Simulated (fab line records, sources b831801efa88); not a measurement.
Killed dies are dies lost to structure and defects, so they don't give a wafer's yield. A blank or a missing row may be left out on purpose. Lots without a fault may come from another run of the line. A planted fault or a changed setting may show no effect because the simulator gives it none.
fab line records | flow sky130
record lots=6 wafers=18 last_day=49
route steps=708 shown VIA4@641 METAL5@661 PASSIVATION@681 PAD_OPEN@708
lots that met no fault: from a run of the same line without faults
start_h: hours from the record's first day to the start of the lot's first wafer shown | wait_h: hours since the lot's step before | " the same as in the row above | L1.1+2: a row that stands for several wafers | - no value, or no start given | * or withheld: withheld | < > ~ a bound
route shown NAME@n: a module of which the file shows steps, and the number in the route of the first | usual: mean/standard deviation of fault-free wafers | same: alike in all rows | chamber/n: place in a boat | sites: the reading at each site | _std_site: their standard deviation | _edge_site: outer sites' mean less inner sites' | radius_mm: how far each site lies from the wafer's centre | mask NAME#n: copy n | behind: the tool/chamber that last shaped the wafer | hold: why the lot was held/for how many hours/how that ended | device: the transistor (n, p or np) that didn't switch | end of line: the same wafers' tests at the end of the route | a step without rows: its recipe alone | killed: dies lost to structure and defects at the first sort, not the wafer's yield | map: a wafer's dies, x killed, . not, _ none there
set.NAME: the setting as run; set.NAME@STEP: as run at that earlier step | model.NAME: the simulator's own value behind a step, which no gauge read
lots at some steps of the route; a table a step, a row a wafer
services: from which hour (start_h, from the record's first day; less than 0 if before it) a tool's chamber was out of use, for how many hours, and why
## steps
# step SKY_VIA4_CMP_02
# recipe material=SiO2 down_force_psi=4 platen_rpm=60 pad_velocity_m_s=0.94248
# step SKY_VIA4_BOW_MEAS_03
# recipe mode=bow
# usual VIA4_BOW=82/7
# columns lot.wafer tool chamber start_h wait_h VIA4_BOW[um]
L427.1 film_metro-04 - 985.22 0.1 81
L427.4 " - " " 84
L427.6 " - " " 82
L430.2 film_metro-02 - 1009.41 0.2 80
L430.4 " - " " 84
L430.6 " - " " 83
L433.1 film_metro-04 - 1048.83 0.2 76
L433.3 " - " " 76
L433.6 " - " " 77
L435.1 film_metro-04 - 1049.36 0.2 89
L435.2 " - " " 69
L435.3 " - " " 75
L444.2 film_metro-04 - 1098.13 0.3 80
L444.4 " - " " 78
L444.5 " - " " 84
L445.1 film_metro-01 - 1099.99 0.1 76
L445.3 " - " " 77
L445.4 " - " " 78
# step SKY_VIA4_DEHYDRATE_04
# recipe temp_c=200 time_s=60
# step SKY_VIA4_HMDS_05
# recipe prime_time_s=60 prime_temp_c=120
# step SKY_VIA4_COAT_06
# recipe resist=NOVOLAK spin_rpm=3000 resist_thk_nm=1140
# step SKY_VIA4_SOFTBAKE_07
# recipe temp_c=90 time_s=60 resist=NOVOLAK
# step SKY_VIA4_EXPOSE_08
# recipe mask_id=VIM4 na=0.6 source_shape=conventional sigma_outer=0.6 polarization=unpolarized target_cd_nm=800 dose_mj=132
# step SKY_VIA4_PEB_09
# recipe temp_c=withheld time_s=* resist=NOVOLAK
# step SKY_VIA4_DEVELOP_10
# recipe resist=NOVOLAK developer=TMAH develop_time_s=60 dev_temp_c=23
# step SKY_VIA4_OVL_MEAS_11
# usual VIA4_OVL=-1.5/1.6
# columns lot.wafer tool chamber start_h wait_h VIA4_OVL[nm]
L427.1 overlay-01 - 1008.67 0.1 -0.7
L427.4 " - " " -3.2
L427.6 " - " " -2.0
L430.2 overlay-02 - 1031.12 0.1 -2.9
L430.4 " - " " -1.9
L430.6 " - " " -2.3
L433.1 overlay-02 - 1070.50 0.1 -1.7
L433.3 " - " " -3.8
L433.6 " - " " -1.5
L435.1 overlay-02 - 1070.64 0.1 -1.2
L435.2 " - " " -0.9
L435.3 " - " " -1.6
L444.2 overlay-01 - 1117.70 0.1 -0.8
L444.4 " - " " -0.1
L444.5 " - " " 0.7
L445.1 overlay-01 - 1119.15 0.1 -1.1
L445.3 " - " " -3.8
L445.4 " - " " -2.9
# step SKY_VIA4_ETCH_12
# recipe target=SiO2 chemistry=C4F8/O2/Ar stop_on=TiN mask_material=NOVOLAK source_w=1500 bias_w=1200 pressure_mtorr=40 c4f8_flow_sccm=withheld O2_flow_sccm=6 Ar_flow_sccm=300 time_s=withheld target_depth_a=5800
# step SKY_VIA4_STRIP_13
# recipe chemistry=O2/N2 power_w=1400 pressure_mtorr=1500 platen_temp_c=withheld o2_flow_sccm=3000 n2_flow_sccm=300 overash_fraction=0.5
# step SKY_VIA4_STRIP_14
# recipe chemistry=post_etch_residue_remover time_s=1200 temp_c=72.5
# usual bath_guard_temp_C=72.4/0.43
# columns lot.wafer tool chamber start_h wait_h bath_guard_temp_C
L427.1 wet_bench-01 1 1008.88 0.1 73.3
L427.4 " 1 " " 73.0
L427.6 " 1 " " 72.8
L430.2 wet_bench-02 3 1031.33 0.1 72.9
L430.4 " 3 " " 72.9
L430.6 " 3 " " 72.9
L433.1 wet_bench-02 0 1070.71 0.1 71.5
L433.3 " 0 " " 71.7
L433.6 " 0 " " 71.8
L435.1 wet_bench-04 2 1070.94 0.2 72.3
L435.2 " 2 " " 72.1
L435.3 " 2 " " 72.3
L444.2 wet_bench-01 0 1117.91 0.1 71.9
L444.4 " 0 " " 72.0
L444.5 " 0 " " 72.3
L445.1 wet_bench-01 0 1119.36 0.1 72.1
L445.3 " 0 " " 72.2
L445.4 " 0 " " 71.9
# step SKY_VIA4_CLEAN_15
# recipe chemistry=IPA time_s=180 temp_c=25
# step SKY_VIA4_CLEAN_16
# recipe chemistry=O3/DIW dry=n2_spin
# step SKY_VIA4_SPUTTER_17
# recipe material=TiN target_thk_nm=20 chamber_pressure_pa=5 power_w=4000 time_s=80
# step SKY_VIA4_CVD_18
# recipe material=W target_thk_nm=505 time_s=152.14 temp_c=400 pressure_torr=40
# step SKY_VIA4_RS_MEAS_19
# recipe thk_meas_gauge=four-point-probe reads=W_of_VIA4_CVD_18+TiN_of_VIA4_SPUTTER_17
# usual VIA4_W_RS=0.2276/0.0022
# columns lot.wafer tool chamber start_h wait_h VIA4_W_RS[ohm/sq]
L427.1 film_metro-01 - 1009.58 0.1 0.2275
L427.4 " - " " 0.2293
L427.6 " - " " 0.2285
L430.2 film_metro-04 - 1032.06 0.1 0.2275
L430.4 " - " " 0.2285
L430.6 " - " " 0.2325
L433.1 film_metro-04 - 1071.43 0.1 0.2279
L433.3 " - " " 0.2258
L433.6 " - " " 0.2267
L435.1 film_metro-02 - 1071.68 0.1 0.2292
L435.2 " - " " 0.2260
L435.3 " - " " 0.2253
L444.2 film_metro-02 - 1118.67 0.1 0.2271
L444.4 " - " " 0.2262
L444.5 " - " " 0.2286
L445.1 film_metro-02 - 1120.10 0.1 0.2292
L445.3 " - " " 0.2260
L445.4 " - " " 0.2277
# step SKY_VIA4_THK_MEAS_20
# recipe thk_meas_gauge=xrf reads=W_of_VIA4_CVD_18
# usual VIA4_W_THK=505/7.7
# columns lot.wafer tool chamber start_h wait_h VIA4_W_THK[nm]
L427.1 film_metro-01 - 1009.70 0.1 502
L427.4 " - " " 498
L427.6 " - " " 497
L430.2 film_metro-04 - 1032.17 0.1 507
L430.4 " - " " 507
L430.6 " - " " 498
L433.1 film_metro-04 - 1071.55 0.1 513
L433.3 " - " " 515
L433.6 " - " " 517
L435.1 film_metro-02 - 1071.80 0.1 494
L435.2 " - " " 508
L435.3 " - " " 507
L444.2 film_metro-02 - 1118.78 0.1 500
L444.4 " - " " 502
L444.5 " - " " 497
L445.1 film_metro-02 - 1120.22 0.1 497
L445.3 " - " " 502
L445.4 " - " " 499
# step SKY_VIA4_CMP_21
# recipe stop_on=SiO2 t_overpolish_s=25 down_force_psi=3.5 platen_rpm=60 target_thk_nm=0 pad_velocity_m_s=0.94248
# step SKY_METAL5_SPUTTER_00
# recipe material=Ti target_thk_nm=15 power_w=3000 time_s=10 chamber_pressure_pa=0.4
# usual throttle_valve_pct=30.0/0.85
# columns lot.wafer tool chamber start_h wait_h throttle_valve_pct
L427.1 pvd_sputter-02 - 1010.06 0.2 29.8
L427.4 " - " " 29.2
L427.6 " - " " 28.8
L430.2 pvd_sputter-04 - 1032.52 0.2 29.2
L430.4 " - " " 30.4
L430.6 " - " " 31.6
L433.1 pvd_sputter-03 - 1071.91 0.2 30.6
L433.3 " - " " 29.2
L433.6 " - " " 29.4
L435.1 pvd_sputter-02 - 1072.21 0.1 29.0
L435.2 " - " " 29.7
L435.3 " - " " 30.4
L444.2 pvd_sputter-03 - 1119.13 0.1 30.4
L444.4 " - " " 30.3
L444.5 " - " " 29.7
L445.1 pvd_sputter-03 - 1120.71 0.1 29.6
L445.3 " - " " 30.4
L445.4 " - " " 30.4
# step SKY_METAL5_SPUTTER_01
# recipe material=TiN target_thk_nm=20 power_w=6500 time_s=16.7 chamber_pressure_pa=0.4
# step SKY_METAL5_SPUTTER_02
# recipe material=AlCu target_thk_nm=1150 power_w=10600 time_s=61.2 chamber_pressure_pa=0.4
# usual throttle_valve_pct=30.0/0.83
# columns lot.wafer tool chamber start_h wait_h throttle_valve_pct
L427.1 pvd_sputter-02 - 1010.11 0.0 29.9
L427.4 " - " " 29.2
L427.6 " - " " 28.9
L430.2 pvd_sputter-04 - 1032.57 0.0 29.5
L430.4 " - " " 30.5
L430.6 " - " " 31.4
L433.1 pvd_sputter-03 - 1071.96 0.0 30.2
L433.3 " - " " 29.6
L433.6 " - " " 29.5
L435.1 pvd_sputter-02 - 1072.26 0.0 29.4
L435.2 " - " " 29.9
L435.3 " - " " 30.5
L444.2 pvd_sputter-03 - 1119.18 0.0 30.1
L444.4 " - " " 30.4
L444.5 " - " " 29.7
L445.1 pvd_sputter-03 - 1120.75 0.0 29.5
L445.3 " - " " 30.0
L445.4 " - " " 30.5
# step SKY_METAL5_SPUTTER_03
# recipe material=Ti target_thk_nm=5 power_w=3000 time_s=3.3 chamber_pressure_pa=0.4
# usual throttle_valve_pct=30.0/0.85
# columns lot.wafer tool chamber start_h wait_h throttle_valve_pct
L427.1 pvd_sputter-02 - 1010.16 0.0 29.8
L427.4 " - " " 29.1
L427.6 " - " " 28.9
L430.2 pvd_sputter-04 - 1032.62 0.0 29.3
L430.4 " - " " 30.5
L430.6 " - " " 31.8
L433.1 pvd_sputter-03 - 1072.01 0.0 30.3
L433.3 " - " " 29.5
L433.6 " - " " 29.4
L435.1 pvd_sputter-02 - 1072.31 0.0 29.2
L435.2 " - " " 29.7
L435.3 " - " " 30.2
L444.2 pvd_sputter-03 - 1119.23 0.0 30.7
L444.4 " - " " 30.2
L444.5 " - " " 29.3
L445.1 pvd_sputter-03 - 1120.80 0.0 29.7
L445.3 " - " " 30.5
L445.4 " - " " 30.3
# step SKY_METAL5_SPUTTER_04
# recipe material=TiN target_thk_nm=70 power_w=6500 time_s=58.3 chamber_pressure_pa=0.4085
# step SKY_METAL5_RS_MEAS_05
# recipe thk_meas_gauge=four-point-probe reads=TiN_of_METAL5_SPUTTER_04+Ti_of_METAL5_SPUTTER_03+AlCu_of_METAL5_SPUTTER_02+TiN_of_METAL5_SPUTTER_01+Ti_of_METAL5_SPUTTER_00
# usual METAL5_ALCU_RS=0.02708/0.00023
# columns lot.wafer tool chamber start_h wait_h METAL5_ALCU_RS[ohm/sq]
L427.1 film_metro-03 - 1010.23 0.0 0.02708
L427.4 " - " " 0.027
L427.6 " - " " 0.02692
L430.2 film_metro-03 - 1032.70 0.0 0.02724
L430.4 " - " " 0.02711
L430.6 " - " " 0.02736
L433.1 film_metro-02 - 1072.08 0.0 0.02715
L433.3 " - " " 0.02684
L433.6 " - " " 0.02687
L435.1 film_metro-03 - 1072.38 0.0 0.0272
L435.2 " - " " 0.02715
L435.3 " - " " 0.02703
L444.2 film_metro-03 - 1119.32 0.0 0.02761
L444.4 " - " " 0.02744
L444.5 " - " " 0.02743
L445.1 film_metro-03 - 1120.87 0.0 0.02691
L445.3 " - " " 0.0272
L445.4 " - " " 0.02696
# step SKY_METAL5_THK_MEAS_06
# recipe thk_meas_gauge=xrf reads=AlCu_of_METAL5_SPUTTER_02
# usual METAL5_ALCU_THK=1134/13
# columns lot.wafer tool chamber start_h wait_h METAL5_ALCU_THK[nm]
L427.1 film_metro-03 - 1010.35 0.1 1134
L427.4 " - " " 1130
L427.6 " - " " 1140
L430.2 film_metro-03 - 1032.81 0.1 1121
L430.4 " - " " 1118
L430.6 " - " " 1112
L433.1 film_metro-02 - 1072.20 0.1 1128
L433.3 " - " " 1142
L433.6 " - " " 1141
L435.1 film_metro-03 - 1072.50 0.1 1128
L435.2 " - " " 1131
L435.3 " - " " 1135
L444.2 film_metro-03 - 1119.43 0.1 1110
L444.4 " - " " 1111
L444.5 " - " " 1119
L445.1 film_metro-03 - 1120.99 0.1 1136
L445.3 " - " " 1121
L445.4 " - " " 1135
# step SKY_METAL5_DEHYDRATE_07
# recipe temp_c=200 time_s=60
# step SKY_METAL5_HMDS_08
# recipe prime_time_s=60 prime_temp_c=120
# step SKY_METAL5_COAT_09
# recipe resist=NOVOLAK spin_rpm=3000 resist_thk_nm=1800
# step SKY_METAL5_SOFTBAKE_10
# recipe temp_c=90 time_s=60 resist=NOVOLAK
# step SKY_METAL5_EXPOSE_11
# recipe mask_id=MM5 na=0.6 source_shape=conventional sigma_outer=0.6 polarization=unpolarized target_cd_nm=1600 dose_mj=190
# step SKY_METAL5_PEB_12
# recipe temp_c=withheld time_s=* resist=NOVOLAK
# step SKY_METAL5_DEVELOP_13
# recipe resist=NOVOLAK developer=TMAH develop_time_s=60 dev_temp_c=23
# step SKY_METAL5_DESCUM_14
# recipe chemistry=O2 source_power_w=150 bias_power_w=0 pressure_mtorr=10 temp_c=40 time_s=11
# step SKY_METAL5_METAL_ETCH_15
# recipe target_depth_a=12600 stop_on=SiO2 over_etch_frac=0.2 time_s=252 chemistry=Cl2/BCl3 resist_sidewall_deg=86 pressure_mtorr=10 icp_w=900 bias_w=48.5 Cl2_flow_sccm=60 bcl3_flow_sccm=30
# step SKY_METAL5_STRIP_16
# recipe chemistry=O2/N2 power_w=1400 pressure_mtorr=1500 platen_temp_c=withheld o2_flow_sccm=3000 n2_flow_sccm=300 overash_fraction=0.5
# usual drypump_motor_current_A=5.56/0.27 oes_product_au=0.710/0.0044 strip_time_to_endpoint_s=13.04/0.12
# columns lot.wafer tool chamber start_h wait_h drypump_motor_current_A oes_product_au rf_hours_counter_h strip_time_to_endpoint_s
L427.1 plasma_asher-04 1 1033.44 0.2 5.07 0.711 119 13.08
L427.4 " 1 " " 5.09 0.717 - 12.96
L427.6 " 0 " " 5.63 0.715 - 13.07
L430.2 plasma_asher-03 0 1055.12 0.2 5.99 0.716 61 13.04
L430.4 " 0 " " 5.98 0.711 - 12.92
L430.6 " 0 " " 5.96 0.708 - 12.84
L433.1 plasma_asher-04 0 1093.14 0.2 5.63 0.707 3 12.94
L433.3 " 1 " " 5.06 0.709 - 12.89
L433.6 " 0 " " 5.64 0.716 - 12.85
L435.1 plasma_asher-01 0 1093.47 0.2 5.45 0.709 99 13.01
L435.2 " 1 " " 5.45 0.713 99 12.87
L435.3 " 0 " " 5.44 0.710 - 12.94
L444.2 plasma_asher-03 0 1139.12 0.2 5.99 0.711 68 13.14
L444.4 " 1 " " 5.54 0.712 - 13.10
L444.5 " 0 " " 5.96 0.705 - 13.00
L445.1 plasma_asher-01 1 1140.64 0.2 5.55 0.711 103 13.16
L445.3 " 0 " " 5.46 0.716 - 13.19
L445.4 " 1 " " 5.48 0.711 - 13.10
# step SKY_METAL5_STRIP_17
# recipe chemistry=post_etch_residue_remover time_s=1200 temp_c=72.5
# step SKY_METAL5_CLEAN_18
# recipe chemistry=IPA time_s=180 temp_c=25
# step SKY_METAL5_CLEAN_19
# recipe chemistry=O3/DIW dry=n2_spin
# step SKY_PASSIVATION_CVD_00
# recipe material=SiO2 target_thk_nm=90 temp_c=400 time_s=withheld rf_w=600
# usual heater_power_w=678/75 susceptor_temp_C=400.02/0.25
# columns lot.wafer tool chamber start_h wait_h heater_power_w susceptor_temp_C
L427.1 pecvd-04 1 1034.03 0.0 732 400.02
L427.4 " 2 " " 670 400.00
L427.6 " 0 " " 677 400.16
L430.2 pecvd-03 0 1055.71 0.0 753 400.41
L430.4 " 0 " " 773 400.21
L430.6 " 1 " " 655 399.84
L433.1 pecvd-04 1 1093.77 0.0 814 399.58
L433.3 " 0 " " 660 400.21
L433.6 " 1 " " 838 399.75
L435.1 pecvd-03 2 1094.07 0.0 641 399.97
L435.2 " 1 " " 655 399.89
L435.3 " 0 " " 811 399.63
L444.2 pecvd-04 2 1139.71 0.0 651 400.62
L444.4 " 0 " " 594 399.94
L444.5 " 1 " " 671 400.30
L445.1 pecvd-03 2 1141.23 0.0 707 399.95
L445.3 " 2 " " 731 400.13
L445.4 " 1 " " 603 399.95
# step SKY_PASSIVATION_THK_MEAS_01
# recipe reads=SiO2_of_PASSIVATION_CVD_00
# usual PASSIVATION_CVD_00_THK=90.1/1.1
# columns lot.wafer tool chamber start_h wait_h PASSIVATION_CVD_00_THK[nm]
L427.1 film_metro-02 - 1034.06 - 88.5
L427.4 " - " " 89.9
L427.6 " - " " 90.4
L430.2 film_metro-03 - 1055.74 - 90.0
L430.4 " - " " 90.9
L430.6 " - " " 89.4
L433.1 film_metro-02 - 1093.80 - 89.9
L433.3 " - " " 90.1
L433.6 " - " " 92.3
L435.1 film_metro-01 - 1094.10 - 90.1
L435.2 " - " " 88.8
L435.3 " - " " 89.3
L444.2 film_metro-01 - 1139.74 - 89.9
L444.4 " - " " 90.7
L444.5 " - " " 90.6
L445.1 film_metro-03 - 1141.26 - 89.2
L445.3 " - " " 91.4
L445.4 " - " " 90.7
# step SKY_PAD_OPEN_PROBE_99
# usual defect_limited_yield=82.2/1.8 killed_at_M0_to_M3=44/7.1 killed_at_M4_up=3.1/1.9 killed_at_contacts=25/5.8 killed_at_front_end=16/4.5 killed_at_other=0.3/0.52 killed_dies=88/9.1 killed_open=48/6.8 killed_short=39/5.8 sort_bin_3_pad_short=0.9/0.4 sort_bin_5_function=10.6/1.4 sort_bin_6_memory=6.3/1.1 sort_n_pass=404/9.1 sort_yield_pct=82.2/1.8
# same gross_dies=492 killed_at_back_side=0 sort_bin_4_leakage[%]=0 sort_bin_8_speed[%]=0
# columns lot.wafer tool chamber start_h wait_h defect_limited_yield[%] killed_at_M0_to_M3 killed_at_M4_up killed_at_contacts killed_at_front_end killed_at_other killed_dies killed_open killed_short sort_bin_3_pad_short[%] sort_bin_5_function[%] sort_bin_6_memory[%] sort_n_pass sort_yield_pct[%] model.etest.tester.sort_n_pass model.etest.tester.sort_yield_pct model.etest.tester.sort_bin_5_pct model.etest.tester.sort_bin_3_pct
L427.1 prober-02 - 1080.06 0.1 79.5 49 5 28 19 0 101 55 46 1.0 11.4 8.1 391 79.5 391 79.47 11.38 1.016
L427.4 prober-02 - 1080.21 0.2 79.9 47 2 32 17 1 99 56 43 1.4 11.6 7.1 393 79.9 393 79.88 11.59 1.423
L427.6 prober-02 - 1080.31 0.2 81.1 43 5 22 22 1 93 51 42 1.0 11.2 6.7 399 81.1 399 81.1 11.18 1.016
L430.2 prober-01 - 1101.26 0.1 83.5 41 1 17 21 1 81 45 36 1.0 10.8 4.7 411 83.5 411 83.54 10.77 1.016
L430.4 prober-01 - 1101.36 0.2 85.2 33 2 25 13 0 73 37 36 1.2 9.1 4.5 419 85.2 419 85.16 9.146 1.22
L430.6 prober-01 - 1101.46 0.2 84.8 36 2 20 17 0 75 43 32 1.2 8.9 5.1 417 84.8 417 84.76 8.943 1.22
L433.1 prober-02 - 1135.52 0.1 83.3 39 4 29 9 1 82 48 34 1.6 9.8 5.3 410 83.3 410 83.33 9.756 1.626
L433.3 prober-02 - 1135.62 0.2 84.3 37 1 30 9 0 77 34 43 1.0 10.0 4.7 415 84.3 415 84.35 9.959 1.016
L433.6 prober-02 - 1135.77 0.2 83.3 43 3 22 14 0 82 48 34 0.6 8.9 7.1 410 83.3 410 83.33 8.943 0.6098
L435.1 prober-01 - 1137.02 0.1 77.4 58 8 32 13 0 111 54 57 1.0 13.8 7.7 381 77.4 381 77.44 13.82 1.016
L435.2 prober-01 - 1137.07 0.1 79.1 59 4 26 14 0 103 51 50 0.8 12.2 7.9 389 79.1 389 79.06 12.2 0.813
L435.3 prober-01 - 1137.12 0.2 84.3 44 8 18 7 0 77 41 35 0.2 8.1 7.3 415 84.3 415 84.35 8.13 0.2033
L444.2 prober-01 - 1176.62 0.1 71.1 40 63 24 15 0 142 42 40 3.7 17.9 7.3 350 71.1 350 71.14 17.89 3.659
L444.4 prober-01 - 1176.72 0.2 71.5 47 55 22 16 0 140 53 33 4.1 18.5 5.9 352 71.5 352 71.54 18.5 4.065
L444.5 prober-01 - 1176.77 0.2 71.7 36 66 23 14 0 139 49 29 2.6 18.1 7.5 353 71.7 353 71.75 18.09 2.642
L445.1 prober-02 - 1178.16 0.1 72.4 40 68 16 12 0 136 39 31 4.1 17.1 6.5 356 72.4 356 72.36 17.07 4.065
L445.3 prober-02 - 1178.26 0.2 72.4 38 66 23 9 0 136 44 29 3.0 17.1 7.5 356 72.4 356 72.36 17.07 3.049
L445.4 prober-02 - 1178.31 0.2 69.7 47 58 24 20 0 149 54 41 3.9 19.1 7.3 343 69.7 343 69.72 19.11 3.862
# killed by level:class
L427.1 VIA1:geometric_particle:open=14 METAL2:geometric_particle:short=11 VIA2:geometric_particle:open=10 LOCAL_INTERCONNECT:geometric_particle:short=7 CONTACT:geometric_particle:short=7 POLY_GATE:geometric_particle:short=6 LI_CONTACT:geometric_particle:open=6 FIELD_ISO:geometric_particle:open=5
L427.4 CONTACT:geometric_particle:open=12 VIA1:geometric_particle:open=11 METAL2:geometric_particle:short=7 LI_CONTACT:geometric_particle:open=7 METAL1:geometric_particle:short=7 VIA3:geometric_particle:open=7 POLY_GATE:geometric_particle:open=6 POLY_GATE:geometric_particle:short=5
L427.6 VIA1:geometric_particle:open=11 CONTACT:geometric_particle:open=9 POLY_GATE:geometric_particle:open=7 LI_CONTACT:geometric_particle:open=7 FIELD_ISO:geometric_particle:short=6 METAL2:geometric_particle:short=6 VIA3:geometric_particle:open=6 METAL1:geometric_particle:short=5
L430.2 VIA1:geometric_particle:open=10 LI_CONTACT:geometric_particle:open=6 METAL2:geometric_particle:short=6 FIELD_ISO:geometric_particle:open=5 POLY_GATE:geometric_particle:open=5 VIA1:geometric_particle:short=5 VIA3:geometric_particle:open=5 POLY_GATE:geometric_particle:short=4
L430.4 CONTACT:geometric_particle:open=9 VIA1:geometric_particle:short=7 VIA3:geometric_particle:open=7 LI_CONTACT:geometric_particle:open=6 METAL1:geometric_particle:short=5 CONTACT:geometric_particle:short=4 FIELD_ISO:geometric_particle:open=3 POLY_GATE:geometric_particle:open=3
L430.6 LI_CONTACT:geometric_particle:open=11 VIA1:geometric_particle:open=7 METAL2:geometric_particle:short=7 FIELD_ISO:geometric_particle:open=5 VIA1:geometric_particle:short=5 VIA3:geometric_particle:open=5 VIA2:geometric_particle:open=4 VIA3:geometric_particle:short=4
L433.1 CONTACT:geometric_particle:open=15 VIA1:geometric_particle:open=10 VIA3:geometric_particle:open=9 CONTACT:geometric_particle:short=7 VIA1:geometric_particle:short=5 FIELD_ISO:geometric_particle:short=4 VIA2:geometric_particle:open=4 METAL1:geometric_particle:short=3
L433.3 LOCAL_INTERCONNECT:geometric_particle:short=9 VIA1:geometric_particle:open=8 VIA3:geometric_particle:open=7 CONTACT:geometric_particle:open=7 METAL1:geometric_particle:short=6 LI_CONTACT:geometric_particle:short=5 CONTACT:geometric_particle:short=5 POLY_GATE:geometric_particle:short=3
L433.6 VIA3:geometric_particle:open=9 VIA1:geometric_particle:open=8 CONTACT:geometric_particle:open=7 METAL1:geometric_particle:short=6 CONTACT:geometric_particle:short=6 FIELD_ISO:geometric_particle:open=5 VIA1:geometric_particle:short=5 LOCAL_INTERCONNECT:geometric_particle:short=4
L435.1 CONTACT:geometric_particle:open=15 METAL1:geometric_particle:short=10 VIA1:geometric_particle:open=9 METAL2:geometric_particle:short=8 CONTACT:geometric_particle:short=8 VIA2:geometric_particle:open=8 METAL4:geometric_particle:short=6 VIA3:geometric_particle:short=6
L435.2 VIA1:geometric_particle:open=15 CONTACT:geometric_particle:open=8 METAL3:geometric_particle:short=8 METAL2:geometric_particle:short=7 VIA3:geometric_particle:open=6 LOCAL_INTERCONNECT:geometric_particle:short=6 METAL1:geometric_particle:short=6 VIA1:geometric_particle:short=6
L435.3 VIA1:geometric_particle:open=10 VIA2:geometric_particle:open=8 VIA3:geometric_particle:open=7 METAL1:geometric_particle:short=5 METAL4:geometric_particle:short=5 LOCAL_INTERCONNECT:geometric_particle:short=4 LI_CONTACT:geometric_particle:open=4 METAL2:geometric_particle:short=4
L444.2 VIA4:unspecified=60 CONTACT:geometric_particle:open=12 VIA1:geometric_particle:open=8 VIA3:geometric_particle:open=7 METAL2:geometric_particle:short=7 VIA1:geometric_particle:short=6 FIELD_ISO:geometric_particle:short=5 METAL1:geometric_particle:short=5
L444.4 VIA4:unspecified=54 VIA1:geometric_particle:open=16 CONTACT:geometric_particle:open=8 LI_CONTACT:geometric_particle:open=6 METAL1:geometric_particle:short=6 VIA1:geometric_particle:short=6 VIA3:geometric_particle:open=6 FIELD_ISO:geometric_particle:open=5
L444.5 VIA4:unspecified=61 VIA3:geometric_particle:open=13 CONTACT:geometric_particle:open=10 VIA1:geometric_particle:open=8 LI_CONTACT:geometric_particle:open=7 FIELD_ISO:geometric_particle:open=4 LOCAL_INTERCONNECT:geometric_particle:short=4 METAL2:geometric_particle:short=4
L445.1 VIA4:unspecified=66 CONTACT:geometric_particle:open=8 METAL1:geometric_particle:short=8 VIA1:geometric_particle:open=7 VIA3:geometric_particle:open=6 METAL2:geometric_particle:short=5 VIA2:geometric_particle:open=5 FIELD_ISO:geometric_particle:short=4
L445.3 VIA4:unspecified=63 CONTACT:geometric_particle:open=11 VIA1:geometric_particle:open=7 VIA2:geometric_particle:open=7 LI_CONTACT:geometric_particle:short=5 LI_CONTACT:geometric_particle:open=5 METAL1:geometric_particle:short=5 VIA3:geometric_particle:open=4
L445.4 VIA4:unspecified=54 CONTACT:geometric_particle:open=9 VIA1:geometric_particle:open=7 LI_CONTACT:geometric_particle:open=6 VIA3:geometric_particle:open=6 FIELD_ISO:geometric_particle:short=5 POLY_GATE:geometric_particle:open=5 METAL1:geometric_particle:short=5
# map L444.2 (x killed, . not)
__________....x..x.._________
________.x.........x.._______
______.x.........x.x.xxx_____
_____...x.x......xxxxxxxx____
____.xx.x........xxxxxxxxx___
___x.x....x.....xxxxxxxxx..__
__..x.........x.xxxxxxxxxx.._
_............x...xxxxxxxx....
_.x.......x...x..xxxxxxx.x..x
_x...xx.x.....x....xxxx.x...x
_........xx..x....x..........
_..x........x...xxx..........
_x..x.x.x..x........x..x..x..
_x..x....x...............x...
_x...x..x.....x.x........x..x
__..x......xx...x..........x_
___x......x................__
____...........x.x..x..xx.___
_____x....x..............____
______x..x.x.xx........._____
________.x......x....._______
__________.xxxx....x_________
# map L445.4 (x killed, . not)
__________..x.....xx_________
________.............x_______
______...........xx.xxxx_____
_____.x..........xxxxxxxx____
____x..........xxxxxxxxxxx___
___x.xxxxx......xxxxxxxxx..__
__...xx....x.x..xxxxxxxxxx.._
_...x.x..xx......x.xxxxxxx...
_..x...x.......xxxxxxxxxxx...
_.x.x..............xxxxx...x.
_.x........x.....x.....x....x
_...xx...x......x..x..x..x.x.
_...................x........
_.......x......x...x......x..
_.x..........x.xxx.x...x....x
__..x.x...x..........x.x...._
___..............x......x..__
____.xx.........x..x.....x___
_____.x.x.......x.x...x..____
______.....x..x.x.....x._____
________..x..x.x.xxx.x_______
__________.....xx..._________
## services
# columns tool chamber start_h hours kind
plasma_asher-04 - 989.01 10.1 repair
pecvd-04 1 999.38 - clean
plasma_asher-03 - 1008.80 0.3 repair
pecvd-04 2 1012.24 14.2 repair
plasma_asher-01 - 1015.50 2.8 pm
pvd_sputter-04 - 1022.30 8.8 repair
pvd_sputter-02 1 1027.26 - consumable_replace:kit
pvd_sputter-02 1 1027.26 18.0 scheduled_down
pvd_sputter-02 1 1027.26 18.0 vent_cycle
wet_bench-01 - 1030.81 2.3 repair
pvd_sputter-03 - 1043.46 8.3 repair
plasma_asher-04 - 1055.25 9.0 pm
pvd_sputter-03 - 1057.40 3.3 repair
pecvd-04 - 1059.08 5.5 pm
pecvd-03 - 1066.87 2.8 pm
plasma_asher-01 - 1078.17 1.4 repair
pvd_sputter-03 - 1081.73 0.7 repair
plasma_asher-01 - 1104.63 1.1 repair
plasma_asher-01 - 1106.20 2.6 repair
pecvd-04 2 1107.40 2.4 repair
plasma_asher-01 - 1109.19 2.4 repair
pvd_sputter-03 3 1118.53 - consumable_replace:kit
pvd_sputter-03 3 1118.53 18.0 scheduled_down
pvd_sputter-03 3 1118.53 18.0 vent_cycle
## key
first_sign step=SKY_PAD_OPEN_PROBE_99 reading=killed_at_M4_up direction=up sigmas=31 usual=3.1 struck=62.7
effect step=SKY_PAD_OPEN_PROBE_99 reading=sort_bin_3_pad_short direction=up sigmas=6.6 usual=0.9 struck=3.6
model_effect step=SKY_PAD_OPEN_PROBE_99 value=etest.tester.sort_n_pass without=404 struck=351.7
met_at SKY_VIA4_STRIP_14
struck_wafers L444.2,L444.4,L444.5,L445.1,L445.3,L445.4
onset_between 1008.88 1117.91
also_fits time
fault kind=chamber_particle_source tool=wet_bench-01 chamber=- onset_h=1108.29 steps=SKY_VIA4_STRIP_14 rate_per_visit_cm2=1.3226 end_h=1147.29
